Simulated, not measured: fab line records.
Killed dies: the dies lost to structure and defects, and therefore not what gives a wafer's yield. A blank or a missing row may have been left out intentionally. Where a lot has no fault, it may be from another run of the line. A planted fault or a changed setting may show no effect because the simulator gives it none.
fab line records	flow sky130
record lots=6	wafers=17	lastDay=49
route steps=708 shown VT_ADJUST_LVTN@116 VT_ADJUST_NCORE@119 VT_ADJUST_HVTR@131 PAD_OPEN@708
lots that met no fault: from a run of the same line without faults
startH: hours from the record's first day to the start of the lot's first wafer shown	waitH: hours from the lot's prior step to this one	" identical to the entry in the row above	L1.1+2: one row covering several wafers at once	- either no value or no given start	* or withheld: withheld	< > ~ a bound
route shown NAME@n: a module of which the file shows steps, and the number in the route of the first	usual: mean/standard deviation taken from wafers without a fault	same: alike in all rows	chamber/n: place in a boat	sites: per-site readings	_std_site: how widely they spread, as a standard deviation	_edge_site: mean of outer sites minus mean of inner sites	radiusMm: how far each site lies from the wafer's centre	mask NAME#n: copy n	behind: the tool/chamber that last shaped the wafer	hold: why the lot was held/for how many hours/how that ended	device: whichever transistor did not switch (one of n, p or np)	end of line: tests of these same wafers at the route's end	for a step that has no rows: nothing shown but its recipe	killed: count of dies lost to structure and defects at first sort (not the wafer's yield)	map: dies across one wafer; x = killed, . = not, _ = none there
set.NAME: the run value of the setting; set.NAME@STEP: its run value at that earlier step	model.NAME: the simulator's own value behind a step, which no gauge read
lots at selected steps of the route; one table per step, one row per wafer
services: when a tool's chamber went out of use (startH, in hours from the record's first day, below 0 if earlier), for how many hours, and the reason
## steps
# step SKY_VT_ADJUST_LVTN_IMPLANT_19
# recipe species=B	energyKev=30	doseCm2=6.5e+11	tiltDeg=withheld
# step SKY_VT_ADJUST_LVTN_STRIP_20
# recipe chemistry=O2/N2	powerW=1400	pressureMtorr=1500	platenTempC=withheld	o2FlowSccm=3000	n2FlowSccm=300	overashFraction=0.5
# usual drypumpMotorCurrentA=5.4/0.56	oesProductAu=0.716/0.0047	stripTimeToEndpointS=14.21/0.036
lot.wafer	tool	chamber	startH	waitH	drypumpMotorCurrentA	oesProductAu	rfHoursCounterH	stripTimeToEndpointS
L666.3	plasmaAsher-04	1	168.92	0.1	6.0	0.717	-	14.21
L666.4	"	0	"	"	5.6	0.711	-	14.18
L666.5	"	0	"	"	5.6	0.715	-	14.20
L670.4	plasmaAsher-01	0	204.45	0.1	5.0	0.714	-	14.16
L670.5	"	0	"	"	5.0	0.709	-	14.16
L671.1	plasmaAsher-01	0	205.37	0.1	5.0	0.723	8	14.21
L671.2	"	1	"	"	4.8	0.713	8	14.22
L671.4	"	0	"	"	5.0	0.728	-	14.27
L682.1	plasmaAsher-03	1	276.55	0.1	6.4	0.717	59	14.20
L682.4	"	1	"	"	6.4	0.706	-	14.25
L682.6	"	1	"	"	6.4	0.706	-	14.18
L683.1	plasmaAsher-03	0	288.95	0.1	5.4	0.711	61	14.20
L683.2	"	1	"	"	6.4	0.710	61	14.18
L683.4	"	1	"	"	6.4	0.717	-	14.20
L684.1	plasmaAsher-03	0	295.93	0.1	5.4	0.717	61	14.17
L684.3	"	0	"	"	5.4	0.709	-	14.16
L684.4	"	1	"	"	6.4	0.716	-	14.16
# step SKY_VT_ADJUST_LVTN_TW_MEAS_21
# usual VT_ADJUST_LVTN_2_TW=187.7/2.2
lot.wafer	tool	chamber	startH	waitH	VT_ADJUST_LVTN_2_TW
L666.3	filmMetro-04	-	169.00	0.1	185.4
L666.4	"	-	"	"	185.3
L666.5	"	-	"	"	184.8
L670.4	filmMetro-02	-	204.55	0.1	186.7
L670.5	"	-	"	"	186.4
L671.1	filmMetro-01	-	205.47	0.1	190.5
L671.2	"	-	"	"	190.1
L671.4	"	-	"	"	190.4
L682.1	filmMetro-02	-	276.65	0.1	188.0
L682.4	"	-	"	"	186.4
L682.6	"	-	"	"	187.6
L683.1	filmMetro-01	-	289.05	0.1	190.0
L683.2	"	-	"	"	190.9
L683.4	"	-	"	"	190.1
L684.1	filmMetro-01	-	296.03	0.1	190.7
L684.3	"	-	"	"	190.5
L684.4	"	-	"	"	190.2
# step SKY_VT_ADJUST_NCORE_DEHYDRATE_00
# recipe tempC=200	timeS=60
# step SKY_VT_ADJUST_NCORE_HMDS_01
# recipe primeTimeS=60	primeTempC=120
# step SKY_VT_ADJUST_NCORE_COAT_02
# recipe resist=NOVOLAK	spinRpm=3000	resistThkNm=1140
# step SKY_VT_ADJUST_NCORE_SOFTBAKE_03
# recipe tempC=90	timeS=60	resist=NOVOLAK
# step SKY_VT_ADJUST_NCORE_EXPOSE_04
# recipe maskId=LVTN_COMPLEMENT_THIN	na=0.6	sourceShape=conventional	sigmaOuter=0.6	polarization=unpolarized	targetCdNm=380	doseMj=139
# step SKY_VT_ADJUST_NCORE_PEB_05
# recipe tempC=withheld	timeS=*	resist=NOVOLAK
# step SKY_VT_ADJUST_NCORE_DEVELOP_06
# recipe resist=NOVOLAK	developer=TMAH	developTimeS=60	devTempC=23
# step SKY_VT_ADJUST_NCORE_CD_MEAS_07
# recipe targetCdNm=380
# usual cdNm=379.9/2.2
lot.wafer	tool	chamber	startH	waitH	cdNm
L666.3	cdSem-02	-	190.14	0.1	379.5
L666.4	"	-	"	"	376.8
L666.5	"	-	"	"	379.8
L670.4	cdSem-02	-	226.57	0.1	385.5
L670.5	"	-	"	"	382.2
L671.1	cdSem-01	-	227.50	0.1	379.8
L671.2	"	-	"	"	379.0
L671.4	"	-	"	"	378.6
L682.1	cdSem-01	-	301.86	0.1	379.0
L682.4	"	-	"	"	380.4
L682.6	"	-	"	"	378.8
L683.1	cdSem-02	-	314.13	0.1	379.9
L683.2	"	-	"	"	380.3
L683.4	"	-	"	"	382.8
L684.1	cdSem-02	-	321.66	0.1	381.9
L684.3	"	-	"	"	380.2
L684.4	"	-	"	"	378.1
# step SKY_VT_ADJUST_NCORE_OVL_MEAS_08
# usual VT_ADJUST_NCORE_OVL=0.1/1.4
lot.wafer	tool	chamber	startH	waitH	VT_ADJUST_NCORE_OVL[nm]
L666.3	overlay-01	-	190.23	0.1	0.4
L666.4	"	-	"	"	0.1
L666.5	"	-	"	"	0.2
L670.4	overlay-01	-	226.65	0.1	1.0
L670.5	"	-	"	"	1.2
L671.1	overlay-02	-	227.62	0.1	-0.7
L671.2	"	-	"	"	-0.5
L671.4	"	-	"	"	0.4
L682.1	overlay-01	-	301.98	0.1	2.3
L682.4	"	-	"	"	2.2
L682.6	"	-	"	"	2.3
L683.1	overlay-02	-	314.25	0.1	-3.2
L683.2	"	-	"	"	-1.9
L683.4	"	-	"	"	-1.3
L684.1	overlay-01	-	321.78	0.1	-0.3
L684.3	"	-	"	"	-0.1
L684.4	"	-	"	"	-2.1
# step SKY_VT_ADJUST_NCORE_IMPLANT_09
# recipe species=B	energyKev=10	doseCm2=2.4e+12	tiltDeg=withheld
# usual beamEnergyKeV=9.9995/0.0028	beamOnS=10.03/0.22	endStationPressureTorr=4.99e-06/2.7e-07	faradayCurrentUA=13.5/0.31
lot.wafer	tool	chamber	startH	waitH	beamEnergyKeV	beamOnS	endStationPressureTorr	faradayCurrentUA
L666.3	implanter-01	0	190.31	0.1	10.004	9.96	4.96e-06	13.6
L666.4	"	0	"	"	9.9980	9.85	4.62e-06	13.7
L666.5	"	0	"	"	10.001	9.77	5.03e-06	13.8
L670.4	implanter-01	0	226.74	0.1	10.001	12.65	4.83e-06	10.7
L670.5	"	0	"	"	10.001	10.05	4.97e-06	13.5
L671.1	implanter-01	0	227.66	0.0	9.9976	9.90	5.09e-06	13.7
L671.2	"	0	"	"	10.001	9.80	4.34e-06	13.9
L671.4	"	0	"	"	9.9988	12.98	5.25e-06	10.4
L682.1	implanter-03	0	302.02	0.0	10.005	9.65	5.13e-06	14.1
L682.4	"	0	"	"	10.003	10.07	5.5e-06	13.4
L682.6	"	0	"	"	9.9989	10.43	5.28e-06	13.0
L683.1	implanter-01	0	314.29	0.0	10.002	10.01	4.9e-06	13.5
L683.2	"	0	"	"	10.001	9.98	5.25e-06	13.6
L683.4	"	0	"	"	10.001	10.04	4.62e-06	13.5
L684.1	implanter-02	0	321.82	0.0	10.003	10.31	4.91e-06	13.1
L684.3	"	0	"	"	9.9948	9.86	4.72e-06	13.7
L684.4	"	0	"	"	10.001	9.70	5.25e-06	14.0
# step SKY_VT_ADJUST_NCORE_STRIP_10
# recipe chemistry=O2/N2	powerW=1400	pressureMtorr=1500	platenTempC=withheld	o2FlowSccm=3000	n2FlowSccm=300	overashFraction=0.5
# usual drypumpMotorCurrentA=5.9/0.41	oesProductAu=0.716/0.0047	stripTimeToEndpointS=14.18/0.04
lot.wafer	tool	chamber	startH	waitH	drypumpMotorCurrentA	oesProductAu	rfHoursCounterH	stripTimeToEndpointS
L666.3	plasmaAsher-03	1	190.44	0.1	6.4	0.718	-	14.19
L666.4	"	0	"	"	5.4	0.713	-	14.19
L666.5	"	0	"	"	5.4	0.721	-	14.16
L670.4	plasmaAsher-02	0	226.85	0.1	6.5	0.711	-	14.21
L670.5	"	0	"	"	6.6	0.725	-	14.26
L671.1	plasmaAsher-04	0	227.81	0.1	5.6	0.715	42	14.19
L671.2	"	1	"	"	6.0	0.713	42	14.19
L671.4	"	1	"	"	6.0	0.716	-	14.13
L682.1	plasmaAsher-03	0	302.17	0.1	5.4	0.722	62	14.10
L682.4	"	1	"	"	6.4	0.720	-	14.12
L682.6	"	0	"	"	5.4	0.710	-	14.13
L683.1	plasmaAsher-03	0	314.44	0.1	5.4	0.713	63	14.23
L683.2	"	1	"	"	6.4	0.718	63	14.23
L683.4	"	1	"	"	6.4	0.713	-	14.23
L684.1	plasmaAsher-04	0	321.97	0.1	5.6	0.716	51	14.14
L684.3	"	1	"	"	6.0	0.720	-	14.17
L684.4	"	0	"	"	5.6	0.714	-	14.19
# step SKY_VT_ADJUST_NCORE_TW_MEAS_11
# usual VT_ADJUST_NCORE_TW=219.8/1.8
lot.wafer	tool	chamber	startH	waitH	VT_ADJUST_NCORE_TW
L666.3	filmMetro-03	-	190.53	0.1	220.8
L666.4	"	-	"	"	221.4
L666.5	"	-	"	"	221.3
L670.4	filmMetro-02	-	226.95	0.1	233.2
L670.5	"	-	"	"	219.4
L671.1	filmMetro-01	-	227.91	0.1	221.2
L671.2	"	-	"	"	220.3
L671.4	"	-	"	"	235.6
L682.1	filmMetro-01	-	302.27	0.1	222.0
L682.4	"	-	"	"	222.0
L682.6	"	-	"	"	221.7
L683.1	filmMetro-02	-	314.54	0.1	219.7
L683.2	"	-	"	"	217.9
L683.4	"	-	"	"	218.7
L684.1	filmMetro-03	-	322.07	0.1	220.7
L684.3	"	-	"	"	221.0
L684.4	"	-	"	"	221.1
# step SKY_VT_ADJUST_HVTR_DEHYDRATE_00
# recipe tempC=200	timeS=60
# step SKY_PAD_OPEN_PROBE_99
# usual killed_at_M0_to_M3=43/7.7	killed_at_M4_up=3.1/1.7	killedAtContacts=23/4.8	killedAtFrontEnd=15/4.5	killedAtOther=0.3/0.58	killedDies=85/10	killedOpen=46/7.5	killedShort=38/6.5
# same grossDies=492	killedAtBackSide=0
lot.wafer	tool	chamber	startH	waitH	killed_at_M0_to_M3	killed_at_M4_up	killedAtContacts	killedAtFrontEnd	killedAtOther	killedDies	killedOpen	killedShort	model.etest.nfet_16v.rOnOhmUm	model.etest.pfet_16v.rOnOhmUm	model.etest.pfetG5v0d10v5.rOnOhmUm	model.etest.tipP.rsOhmSq	model.etest.resPwellUnderGate.rsOhmSq	model.etest.nfetG5v0d10v5.rOnOhmUm	model.etest.tip_p_5v.rsOhmSq	model.etest.tip_n_5v.rsOhmSq
L666.3	prober-01	-	1078.19	0.2	42	1	20	11	0	74	48	26	1.416e+04	1.524e+04	4742	6986	2268	1902	2871	1386
L666.4	prober-01	-	1078.24	0.2	56	3	19	11	0	89	61	28	1.406e+04	1.497e+04	4778	7025	2290	1894	2846	1384
L666.5	prober-01	-	1078.29	0.2	35	2	28	15	1	81	47	34	1.42e+04	1.528e+04	4781	6939	2277	1910	2873	1393
L670.4	prober-02	-	1113.88	0.2	49	6	27	18	0	100	52	48	1.511e+04	1.454e+04	4466	6671	2241	1952	2823	1404
L670.5	prober-02	-	1113.93	0.2	44	4	30	20	0	98	52	46	1.394e+04	1.516e+04	4841	6783	2280	1909	2881	1368
L671.1	prober-01	-	1116.58	0.1	39	2	31	17	0	89	49	40	1.446e+04	1.554e+04	4775	7082	2305	1865	2863	1368
L671.2	prober-01	-	1116.63	0.1	29	6	20	14	0	69	40	29	1.45e+04	1.589e+04	4762	7063	2297	1886	2869	1380
L671.4	prober-01	-	1116.73	0.2	41	3	31	16	0	91	57	34	1.58e+04	1.528e+04	4463	6859	2224	1932	2812	1417
L682.1	prober-01	-	1173.68	0.1	39	6	25	21	0	91	54	37	1.399e+04	1.543e+04	4682	6886	2265	1881	2892	1394
L682.4	prober-01	-	1173.83	0.2	36	2	28	13	0	79	38	41	1.394e+04	1.536e+04	4704	7018	2291	1884	2875	1406
L682.6	prober-01	-	1173.93	0.2	44	3	21	13	0	81	40	41	1.395e+04	1.554e+04	4744	6919	2281	1895	2885	1400
L683.1	prober-02	-	1182.95	0.1	44	4	21	20	1	90	50	40	1.389e+04	1.488e+04	4803	6862	2249	1867	2858	1386
L683.2	prober-02	-	1183.00	0.1	34	3	21	10	0	68	37	31	1.398e+04	1.534e+04	4748	6906	2247	1873	2879	1384
L683.4	prober-02	-	1183.10	0.2	46	2	22	17	1	88	47	41	1.396e+04	1.503e+04	4803	6882	2261	1862	2870	1390
L684.1	prober-01	-	1185.31	0.1	41	5	22	13	0	81	39	42	1.444e+04	1.575e+04	4930	6854	2312	1925	2882	1395
L684.3	prober-01	-	1185.41	0.2	45	7	23	9	0	84	52	31	1.419e+04	1.518e+04	4793	6863	2304	1888	2864	1402
L684.4	prober-01	-	1185.46	0.2	34	1	28	20	0	83	41	42	1.429e+04	1.544e+04	4766	6864	2285	1910	2854	1393
# killed by level:class
L666.3 VIA1:geometricParticle:open=12 CONTACT:geometricParticle:open=10 VIA1:geometricParticle:short=5 VIA3:geometricParticle:open=5 FIELD_ISO:geometricParticle:short=4 LI_CONTACT:geometricParticle:open=4 METAL2:geometricParticle:short=4 METAL2:geometricParticle:open=4
L666.4 VIA1:geometricParticle:open=19 LI_CONTACT:geometricParticle:open=9 VIA2:geometricParticle:open=9 CONTACT:geometricParticle:open=6 VIA3:geometricParticle:open=5 POLY_GATE:geometricParticle:open=4 METAL1:geometricParticle:short=4 VIA2:geometricParticle:short=4
L666.5 VIA1:geometricParticle:open=12 CONTACT:geometricParticle:open=11 FIELD_ISO:geometricParticle:open=8 FIELD_ISO:geometricParticle:short=7 LI_CONTACT:geometricParticle:open=6 METAL2:geometricParticle:short=5 CONTACT:geometricParticle:short=5 LOCAL_INTERCONNECT:geometricParticle:short=5
L670.4 METAL2:geometricParticle:short=10 VIA1:geometricParticle:open=10 CONTACT:geometricParticle:open=9 FIELD_ISO:geometricParticle:short=8 LI_CONTACT:geometricParticle:open=8 VIA2:geometricParticle:open=7 CONTACT:geometricParticle:short=5 METAL1:geometricParticle:short=5
L670.5 CONTACT:geometricParticle:open=13 VIA1:geometricParticle:open=11 METAL2:geometricParticle:short=7 POLY_GATE:geometricParticle:short=6 LOCAL_INTERCONNECT:geometricParticle:short=6 VIA1:geometricParticle:short=6 CONTACT:geometricParticle:short=4 FIELD_ISO:geometricParticle:open=4
L671.1 CONTACT:geometricParticle:open=11 VIA1:geometricParticle:open=10 CONTACT:geometricParticle:short=9 LI_CONTACT:geometricParticle:open=6 VIA1:geometricParticle:short=6 VIA3:geometricParticle:open=6 FIELD_ISO:geometricParticle:open=4 FIELD_ISO:geometricParticle:short=4
L671.2 CONTACT:geometricParticle:open=11 POLY_GATE:geometricParticle:open=7 METAL2:geometricParticle:short=5 VIA3:geometricParticle:open=5 FIELD_ISO:geometricParticle:short=4 VIA2:geometricParticle:open=4 VIA1:geometricParticle:open=4 METAL1:geometricParticle:short=3
L671.4 VIA1:geometricParticle:open=15 LI_CONTACT:geometricParticle:open=9 CONTACT:geometricParticle:open=8 CONTACT:geometricParticle:short=6 VIA2:geometricParticle:open=6 METAL2:geometricParticle:short=5 FIELD_ISO:geometricParticle:short=4 VIA3:geometricParticle:short=4
L682.1 VIA1:geometricParticle:open=11 LI_CONTACT:geometricParticle:open=8 FIELD_ISO:geometricParticle:open=7 METAL2:geometricParticle:short=7 CONTACT:geometricParticle:open=6 METAL1:geometricParticle:short=6 LOCAL_INTERCONNECT:geometricParticle:short=5 VIA2:geometricParticle:open=5
L682.4 CONTACT:geometricParticle:short=13 VIA1:geometricParticle:open=9 FIELD_ISO:geometricParticle:open=6 CONTACT:geometricParticle:open=6 LOCAL_INTERCONNECT:geometricParticle:short=4 METAL1:geometricParticle:short=4 VIA1:geometricParticle:short=4 METAL2:geometricParticle:short=4
L682.6 VIA2:geometricParticle:open=9 LOCAL_INTERCONNECT:geometricParticle:short=7 LI_CONTACT:geometricParticle:open=6 METAL1:geometricParticle:short=6 CONTACT:geometricParticle:open=6 VIA3:geometricParticle:open=6 VIA3:geometricParticle:short=5 VIA1:geometricParticle:open=4
L683.1 VIA1:geometricParticle:open=12 CONTACT:geometricParticle:open=7 VIA3:geometricParticle:open=7 VIA2:geometricParticle:open=7 METAL1:geometricParticle:short=6 FIELD_ISO:geometricParticle:open=5 POLY_GATE:geometricParticle:short=5 LI_CONTACT:geometricParticle:open=5
L683.2 CONTACT:geometricParticle:open=6 VIA1:geometricParticle:open=6 METAL2:geometricParticle:short=6 LOCAL_INTERCONNECT:geometricParticle:short=5 VIA3:geometricParticle:open=5 LI_CONTACT:geometricParticle:open=4 CONTACT:geometricParticle:short=4 METAL1:geometricParticle:open=4
L683.4 CONTACT:geometricParticle:open=9 LI_CONTACT:geometricParticle:open=8 METAL1:geometricParticle:short=7 VIA1:geometricParticle:open=7 VIA1:geometricParticle:short=6 FIELD_ISO:geometricParticle:open=5 VIA2:geometricParticle:open=5 VIA2:geometricParticle:short=5
L684.1 VIA3:geometricParticle:open=12 LOCAL_INTERCONNECT:geometricParticle:short=7 CONTACT:geometricParticle:short=6 VIA1:geometricParticle:open=6 CONTACT:geometricParticle:open=5 METAL1:geometricParticle:short=5 FIELD_ISO:geometricParticle:open=4 LI_CONTACT:geometricParticle:open=4
L684.3 VIA1:geometricParticle:open=13 LI_CONTACT:geometricParticle:open=8 VIA2:geometricParticle:open=7 CONTACT:geometricParticle:open=6 METAL1:geometricParticle:short=6 LOCAL_INTERCONNECT:geometricParticle:short=5 VIA3:geometricParticle:short=5 FIELD_ISO:geometricParticle:open=4
L684.4 CONTACT:geometricParticle:open=11 METAL1:geometricParticle:short=7 LOCAL_INTERCONNECT:geometricParticle:short=6 VIA1:geometricParticle:short=6 VIA3:geometricParticle:open=6 FIELD_ISO:geometricParticle:open=5 LI_CONTACT:geometricParticle:open=5 SPACER:geometricParticle:short=4
## services
tool	chamber	startH	hours	kind
implanter-02	-	168.80	2.5	pm
plasmaAsher-03	-	174.84	2.8	pm
plasmaAsher-04	-	187.54	1.2	repair
plasmaAsher-04	-	192.15	0.5	repair
plasmaAsher-03	-	196.30	2.4	repair
implanter-03	-	202.55	3.5	repair
plasmaAsher-03	-	216.34	0.4	repair
plasmaAsher-02	-	227.51	12.0	repair
plasmaAsher-01	-	243.62	0.6	repair
plasmaAsher-04	-	249.11	2.8	pm
implanter-02	-	267.09	1.9	repair
implanter-03	-	280.04	8.7	pm
implanter-03	-	292.56	2.3	repair
implanter-03	-	293.73	2.6	repair
## key
firstSign step=SKY_VT_ADJUST_NCORE_IMPLANT_09	reading=beamOnS	direction=up	sigmas=13	usual=10.03	struck=12.81
effect step=SKY_VT_ADJUST_NCORE_IMPLANT_09	reading=faradayCurrentUA	direction=down	sigmas=9.5	usual=13.5	struck=10.6
effect step=SKY_VT_ADJUST_NCORE_TW_MEAS_11	reading=VT_ADJUST_NCORE_TW	direction=up	sigmas=8.2	usual=219.8	struck=234.4
modelEffect step=SKY_PAD_OPEN_PROBE_99	value=etest.nfet_16v.rOnOhmUm	without=1.42e+04	struck=1.546e+04
metAt SKY_VT_ADJUST_NCORE_IMPLANT_09
struckWafers L670.4,L671.4
testerLeftOut L670,L671
onsetBetween 190.31 226.74
fault kind=processParameterDrift	tool=implanter-01	chamber=-	onsetH=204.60	steps=SKY_VT_ADJUST_NCORE_IMPLANT_09	channel=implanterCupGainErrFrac	offset=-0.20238	shape=step	endH=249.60	scope=struckWafersOnly
# testerLeftOut: of these lots the tester's yield and bins aren't shown, on N5 and GAA mostly nor the transistor test; their killed dies are dies lost to structure and defects alone, not to doping, threshold or leakage, so they don't give the yield
